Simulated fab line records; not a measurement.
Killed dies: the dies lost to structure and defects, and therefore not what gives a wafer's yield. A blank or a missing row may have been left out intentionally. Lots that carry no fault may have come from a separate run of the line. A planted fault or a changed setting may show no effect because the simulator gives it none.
fab line records ; flow sky130
record: lots: 11; wafers: 33; last-day: 50
route steps=708 shown RES_PROTECT@215 POLY_GATE@218 LDD_P@257
lots with no fault: from the same line, run without faults
start-h: hours from the record's opening day to when the first of the lot's shown wafers began ; wait-h: hours since the lot's step before ; " the same as in the row above ; L1.1+2: a single row standing in for several wafers ; - no value present, or no start provided ; * or withheld: withheld ; < > ~ a bound
route shown NAME@n: NAME is a module with steps in the file, n the number in the route of the first one ; usual: mean/standard deviation of fault-free wafers ; same: alike in all rows ; chamber/n: place in a boat ; sites: the reading at each site ; _std_site: standard deviation across them ; _edge_site: inner sites' mean taken away from outer sites' mean ; radius-mm: how far each site lies from the wafer's centre ; mask NAME#n: copy n ; behind: the last tool/chamber to shape the wafer ; hold: what put the lot on hold/how long, in hours/how the hold closed ; device: transistor that didn't switch, given as n, p or np ; end of line: tests of these same wafers at the route's end ; a step with no rows: only its recipe ; killed: dies that structure and defects cost at the first sort, which is not the same as the wafer's yield ; map: per-die view of a wafer (x killed, . not killed, _ where there is no die)
set.NAME: setting as actually run; set.NAME@STEP: the setting as run at that earlier step ; model.NAME: the simulator's own value behind a step, which no gauge read
one table for each step of the route and one row for each wafer, over a sample of lots
services: the hour from which a tool's chamber was out of use, counted from the record's first day as start-h (under 0 if before that day), plus the number of hours and why
== steps ==
step: SKY_RES_PROTECT_TW_MEAS_08
usual: POLY_GATE_TW: 4085/33
lot.wafer;tool;chamber;start-h;wait-h;POLY_GATE_TW
L404.2;film-metro-03;-;334.61;0.1;4042
L404.5;film-metro-03;-;334.61;0.1;4043
L404.6;film-metro-03;-;334.61;0.1;4065
L410.1;film-metro-04;-;405.40;0.1;4106
L410.2;film-metro-04;-;405.40;0.1;4096
L410.5;film-metro-04;-;405.40;0.1;4086
L411.1;film-metro-02;-;405.49;0.1;4167
L411.2;film-metro-02;-;405.49;0.1;4143
L411.4;film-metro-02;-;405.49;0.1;4143
L412.3;film-metro-04;-;413.91;0.1;4075
L412.5;film-metro-04;-;413.91;0.1;4122
L412.6;film-metro-04;-;413.91;0.1;4109
L413.1;film-metro-02;-;431.88;0.1;4110
L413.2;film-metro-02;-;431.88;0.1;4099
L413.3;film-metro-02;-;431.88;0.1;4077
L416.1;film-metro-02;-;451.33;0.1;4125
L416.3;film-metro-02;-;451.33;0.1;4100
L416.6;film-metro-02;-;451.33;0.1;4114
L417.2;film-metro-04;-;451.70;0.1;4088
L417.3;film-metro-04;-;451.70;0.1;4092
L417.4;film-metro-04;-;451.70;0.1;4096
L422.4;film-metro-02;-;514.32;0.1;4098
L422.5;film-metro-02;-;514.32;0.1;4084
L422.6;film-metro-02;-;514.32;0.1;4090
L423.1;film-metro-03;-;519.23;0.1;4041
L423.3;film-metro-03;-;519.23;0.1;4040
L423.4;film-metro-03;-;519.23;0.1;4023
L425.2;film-metro-04;-;534.09;0.1;4100
L425.3;film-metro-04;-;534.09;0.1;4103
L425.6;film-metro-04;-;534.09;0.1;4127
L426.4;film-metro-03;-;545.23;0.1;4081
L426.5;film-metro-03;-;545.23;0.1;4073
L426.6;film-metro-03;-;545.23;0.1;4076
step: SKY_POLY_GATE_THK_MEAS_04
recipe: reads: Si3N4_of_POLY_GATE_CVD_03
usual: POLY_GATE_CVD_03_THK: 75.4/0.72
lot.wafer;tool;chamber;start-h;wait-h;POLY_GATE_CVD_03_THK[nm]
L404.2;film-metro-01;-;337.02;0.0;73.3
L404.5;film-metro-01;-;337.02;0.0;73.4
L404.6;film-metro-01;-;337.02;0.0;74.0
L410.1;film-metro-02;-;406.87;0.0;76.7
L410.2;film-metro-02;-;406.87;0.0;76.2
L410.5;film-metro-02;-;406.87;0.0;76.6
L411.1;film-metro-02;-;408.22;0.0;75.8
L411.2;film-metro-02;-;408.22;0.0;75.3
L411.4;film-metro-02;-;408.22;0.0;75.6
L412.3;film-metro-01;-;416.20;0.0;74.1
L412.5;film-metro-01;-;416.20;0.0;74.9
L412.6;film-metro-01;-;416.20;0.0;74.0
L413.1;film-metro-03;-;433.88;0.0;76.3
L413.2;film-metro-03;-;433.88;0.0;75.8
L413.3;film-metro-03;-;433.88;0.0;75.8
L416.1;film-metro-03;-;452.80;0.0;76.2
L416.3;film-metro-03;-;452.80;0.0;76.2
L416.6;film-metro-03;-;452.80;0.0;75.9
L417.2;film-metro-03;-;454.17;0.0;74.3
L417.3;film-metro-03;-;454.17;0.0;74.5
L417.4;film-metro-03;-;454.17;0.0;74.6
L422.4;film-metro-02;-;515.88;0.0;75.7
L422.5;film-metro-02;-;515.88;0.0;76.3
L422.6;film-metro-02;-;515.88;0.0;76.2
L423.1;film-metro-02;-;521.66;0.0;75.7
L423.3;film-metro-02;-;521.66;0.0;75.8
L423.4;film-metro-02;-;521.66;0.0;74.8
L425.2;film-metro-02;-;536.26;0.0;75.2
L425.3;film-metro-02;-;536.26;0.0;75.3
L425.6;film-metro-02;-;536.26;0.0;75.4
L426.4;film-metro-02;-;552.35;0.0;76.5
L426.5;film-metro-02;-;552.35;0.0;76.4
L426.6;film-metro-02;-;552.35;0.0;76.7
step: SKY_POLY_GATE_ETCH_16
recipe: stop-on: poly-Si; chemistry: CH3F/O2; target: Si3N4; source-w: 400; bias-w: 80; pressure-mtorr: 25; ch3f-flow-sccm: 40; O2_flow_sccm: 30; time-s: 147.5; target-depth-a: 750
usual: ch3f-flow-sccm: 40.00/0.13; drypump-motor-current-A: 5.9/0.31; oes-product-au: 0.642/0.005; throttle-valve-pct: 10.536/0.0083
lot.wafer;tool;chamber;start-h;wait-h;ch3f-flow-sccm;drypump-motor-current-A;oes-product-au;rf-hours-counter-h;throttle-valve-pct
L404.2;rie-diel-04;1;364.53;0.0;40.15;5.4;0.639;1;10.532
L404.5;rie-diel-04;2;364.53;0.0;39.75;6.3;0.631;-;10.534
L404.6;rie-diel-04;3;364.53;0.0;39.89;5.9;0.631;-;10.532
L410.1;rie-diel-04;2;437.69;0.0;39.92;6.3;0.649;8;10.536
L410.2;rie-diel-04;1;437.69;0.0;39.93;5.3;0.638;2;10.536
L410.5;rie-diel-04;3;437.69;0.0;40.03;5.9;0.636;-;10.520
L411.1;rie-diel-01;2;439.68;0.0;40.18;6.3;0.641;72;10.533
L411.2;rie-diel-01;3;439.68;0.0;39.84;5.6;0.638;76;10.529
L411.4;rie-diel-01;3;439.68;0.0;39.89;5.6;0.639;-;10.547
L412.3;rie-diel-03;0;447.84;0.0;39.94;6.3;0.636;4;10.537
L412.5;rie-diel-03;2;447.84;0.0;39.98;6.2;0.647;-;10.534
L412.6;rie-diel-03;1;447.84;0.0;40.14;5.5;0.633;-;10.533
L413.1;rie-diel-01;3;464.88;0.0;40.17;5.6;0.639;77;10.534
L413.2;rie-diel-01;2;464.88;0.0;40.01;6.3;0.643;73;10.538
L413.3;rie-diel-01;1;464.88;0.0;40.22;6.1;0.638;1;10.538
L416.1;rie-diel-03;3;483.83;0.0;40.21;6.0;0.647;74;10.528
L416.3;rie-diel-03;1;483.83;0.0;39.99;5.5;0.643;25;10.539
L416.6;rie-diel-03;2;483.83;0.0;39.89;6.2;0.653;-;10.534
L417.2;rie-diel-04;0;485.15;0.0;40.14;5.8;0.638;9;10.542
L417.3;rie-diel-04;3;485.15;0.0;40.17;6.0;0.641;12;10.523
L417.4;rie-diel-04;2;485.15;0.0;40.00;6.2;0.637;9;10.529
L422.4;rie-diel-01;1;546.68;0.0;39.82;6.1;0.648;2;10.522
L422.5;rie-diel-01;3;546.68;0.0;40.00;5.6;0.642;-;10.538
L422.6;rie-diel-01;2;546.68;0.0;40.00;6.3;0.642;-;10.537
L423.1;rie-diel-04;3;553.03;0.0;40.12;5.9;0.634;13;10.550
L423.3;rie-diel-04;1;553.03;0.0;39.97;5.4;0.646;4;10.525
L423.4;rie-diel-04;0;553.03;0.0;40.08;5.7;0.629;-;10.544
L425.2;rie-diel-03;2;566.73;0.0;40.04;6.2;0.644;40;10.541
L425.3;rie-diel-03;0;566.73;0.0;39.89;6.3;0.647;6;10.537
L425.6;rie-diel-03;3;566.73;0.0;39.89;6.0;0.643;-;10.526
L426.4;rie-diel-03;2;581.63;0.0;40.18;6.2;0.652;40;10.544
L426.5;rie-diel-03;3;581.63;0.0;40.03;6.0;0.652;-;10.549
L426.6;rie-diel-03;2;581.63;0.0;39.96;6.2;0.651;-;10.522
step: SKY_LDD_P_COAT_02
recipe: resist: NOVOLAK; spin-rpm: 3000; resist-thk-nm: 1140
usual: chill-plate-temp-C: 22.98/0.11; exhaust-pa: 45.0/1; spin-speed-rpm: 3000.1/2
lot.wafer;tool;chamber;start-h;wait-h;chill-plate-temp-C;exhaust-pa;spin-speed-rpm
L404.2;litho-track-02;0;409.76;0.1;23.21;43.3;2999.1
L404.5;litho-track-02;0;409.76;0.1;23.12;41.8;2999.3
L404.6;litho-track-02;0;409.76;0.1;23.03;43.4;2996.8
L410.1;litho-track-01;0;485.93;0.1;22.78;45.1;3003.4
L410.2;litho-track-01;0;485.93;0.1;22.97;45.0;3002.2
L410.5;litho-track-01;0;485.93;0.1;22.95;44.5;3001.1
L411.1;litho-track-04;0;489.44;0.1;22.99;44.8;2997.1
L411.2;litho-track-04;0;489.44;0.1;23.05;45.1;2998.7
L411.4;litho-track-04;0;489.44;0.1;23.04;44.6;2999.4
L412.3;litho-track-01;0;498.38;0.1;22.82;44.6;3002.4
L412.5;litho-track-01;0;498.38;0.1;22.95;45.2;3001.7
L412.6;litho-track-01;0;498.38;0.1;22.86;45.2;2999.1
L413.1;litho-track-04;0;512.79;0.1;22.85;44.2;3000.4
L413.2;litho-track-04;0;512.79;0.1;23.01;44.9;2999.7
L413.3;litho-track-04;0;512.79;0.1;22.83;44.0;3001.8
L416.1;litho-track-01;0;532.33;0.1;22.92;46.8;3207.0
L416.3;litho-track-01;0;532.33;0.1;22.98;46.7;3209.2
L416.6;litho-track-01;0;532.33;0.1;22.97;46.8;3208.4
L417.2;litho-track-01;0;534.16;0.1;23.25;45.8;3206.8
L417.3;litho-track-01;0;534.16;0.1;22.85;44.9;3207.8
L417.4;litho-track-01;0;534.16;0.1;22.89;44.2;3205.8
L422.4;litho-track-01;0;594.56;0.1;22.94;45.3;3002.4
L422.5;litho-track-01;0;594.56;0.1;22.80;43.7;2998.2
L422.6;litho-track-01;0;594.56;0.1;22.92;45.4;3001.4
L423.1;litho-track-02;0;600.84;0.1;22.96;45.1;3000.4
L423.3;litho-track-02;0;600.84;0.1;22.89;44.9;2999.7
L423.4;litho-track-02;0;600.84;0.1;22.92;43.4;3000.5
L425.2;litho-track-01;0;612.96;0.1;23.10;44.7;2997.4
L425.3;litho-track-01;0;612.96;0.1;23.03;44.0;2999.0
L425.6;litho-track-01;0;612.96;0.1;22.98;44.9;3001.2
L426.4;litho-track-01;0;628.46;0.1;23.04;45.0;3001.7
L426.5;litho-track-01;0;628.46;0.1;22.90;44.5;3002.9
L426.6;litho-track-01;0;628.46;0.1;22.81;44.6;2998.0
step: SKY_LDD_P_STRIP_10
recipe: chemistry: O2/N2; power-w: 1400; pressure-mtorr: 1500; platen-temp-c: withheld; o2-flow-sccm: 3000; n2-flow-sccm: 300; overash-fraction: 0.5
usual: drypump-motor-current-A: 5.8/0.44; oes-product-au: 0.715/0.0047; strip-time-to-endpoint-s: 14.20/0.038
lot.wafer;tool;chamber;start-h;wait-h;drypump-motor-current-A;oes-product-au;rf-hours-counter-h;strip-time-to-endpoint-s
L404.2;plasma-asher-01;1;425.94;0.1;5.7;0.707;60;14.22
L404.5;plasma-asher-01;0;425.94;0.1;6.1;0.715;-;14.17
L404.6;plasma-asher-01;1;425.94;0.1;5.7;0.719;-;14.20
L410.1;plasma-asher-03;0;502.19;0.1;5.0;0.711;7;14.18
L410.2;plasma-asher-03;1;502.19;0.1;6.1;0.726;7;14.12
L410.5;plasma-asher-03;1;502.19;0.1;6.1;0.711;-;14.16
L411.1;plasma-asher-03;1;504.99;0.1;6.1;0.714;7;14.18
L411.2;plasma-asher-03;0;504.99;0.1;5.0;0.724;7;14.18
L411.4;plasma-asher-03;0;504.99;0.1;5.0;0.717;-;14.22
L412.3;plasma-asher-01;1;514.08;0.1;5.7;0.711;-;14.19
L412.5;plasma-asher-01;1;514.08;0.1;5.7;0.711;-;14.21
L412.6;plasma-asher-01;0;514.08;0.1;6.1;0.713;-;14.21
L413.1;plasma-asher-01;1;528.49;0.1;5.7;0.717;69;14.19
L413.2;plasma-asher-01;0;528.49;0.1;6.1;0.719;69;14.21
L413.3;plasma-asher-01;0;528.49;0.1;6.1;0.713;-;14.23
L416.1;plasma-asher-04;0;547.59;0.1;6.2;0.717;43;13.73
L416.3;plasma-asher-04;0;547.59;0.1;6.2;0.719;-;13.79
L416.6;plasma-asher-04;1;547.59;0.1;5.8;0.708;-;13.79
L417.2;plasma-asher-01;1;549.39;0.1;5.7;0.715;71;13.73
L417.3;plasma-asher-01;0;549.39;0.1;6.1;0.704;-;13.72
L417.4;plasma-asher-01;1;549.39;0.1;5.7;0.716;-;13.77
L422.4;plasma-asher-03;0;608.78;0.1;4.9;0.713;-;14.14
L422.5;plasma-asher-03;1;608.78;0.1;6.1;0.713;-;14.18
L422.6;plasma-asher-03;0;608.78;0.1;4.9;0.723;-;14.17
L423.1;plasma-asher-03;0;616.19;0.1;5.0;0.722;18;14.20
L423.3;plasma-asher-03;0;616.19;0.1;5.0;0.717;-;14.21
L423.4;plasma-asher-03;1;616.19;0.1;6.1;0.714;-;14.16
L425.2;plasma-asher-01;1;628.39;0.1;5.7;0.714;79;14.17
L425.3;plasma-asher-01;1;628.39;0.1;5.7;0.719;-;14.15
L425.6;plasma-asher-01;1;628.39;0.1;5.7;0.715;-;14.20
L426.4;plasma-asher-03;1;642.78;0.1;6.1;0.720;-;14.22
L426.5;plasma-asher-03;0;642.78;0.1;5.0;0.710;-;14.19
L426.6;plasma-asher-03;1;642.78;0.1;6.1;0.708;-;14.21
== services ==
tool;chamber;start-h;hours;kind
rie-diel-03;2;345.55;37.4;repair
rie-diel-03;-;410.21;0.4;repair
plasma-asher-03;-;410.27;18.8;repair
rie-diel-01;0;415.93;7.0;repair
plasma-asher-03;-;429.08;9.0;pm
plasma-asher-03;0;429.08;9.0;vent-cycle
plasma-asher-03;1;429.08;9.0;vent-cycle
rie-diel-03;-;434.53;0.5;repair
plasma-asher-01;-;473.55;14.6;pm
rie-diel-03;2;491.89;4.6;repair
rie-diel-04;-;492.87;2.8;pm
plasma-asher-01;-;493.69;4.0;repair
rie-diel-01;-;517.48;10.0;pm
rie-diel-01;1;529.06;1.4;repair
rie-diel-03;1;539.14;6.3;repair
rie-diel-04;2;541.30;15.7;repair
rie-diel-04;0;545.63;4.7;repair
rie-diel-03;0;584.00;11.4;repair
plasma-asher-04;-;585.01;2.8;pm
rie-diel-01;1;620.02;5.3;repair
rie-diel-03;1;620.23;7.4;repair
plasma-asher-03;-;634.02;1.8;repair
rie-diel-04;1;640.30;13.8;repair
rie-diel-03;1;641.56;15.6;repair
== key ==
first-sign: step: SKY_LDD_P_COAT_02; reading: spin-speed-rpm; direction: up; sigmas: 99+; usual: 3000.1; struck: 3207.5
effect: step: SKY_LDD_P_STRIP_10; reading: strip-time-to-endpoint-s; direction: down; sigmas: 12; usual: *; struck: *
met-at SKY_LDD_P_COAT_02
struck-lots L416,L417
tester-left-out L416,L417
not-acting-at SKY_RES_PROTECT_TW_MEAS_08,SKY_POLY_GATE_THK_MEAS_04,SKY_POLY_GATE_ETCH_16
onset-between 498.38 532.33
fault: kind: process-parameter-drift; tool: litho-track-01; chamber: -; onset-h: 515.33; steps: SKY_LDD_P_COAT_02; channel: spin-rpm; offset: 208.36; shape: step; end-h: 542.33; acts-in: these-recipes-only; stated: 3000
tester-left-out: of these lots the tester's yield and bins aren't shown, on N5 and GAA mostly nor the transistor test; their killed dies are dies lost to structure and defects alone, not to doping, threshold or leakage, so they don't give the yield
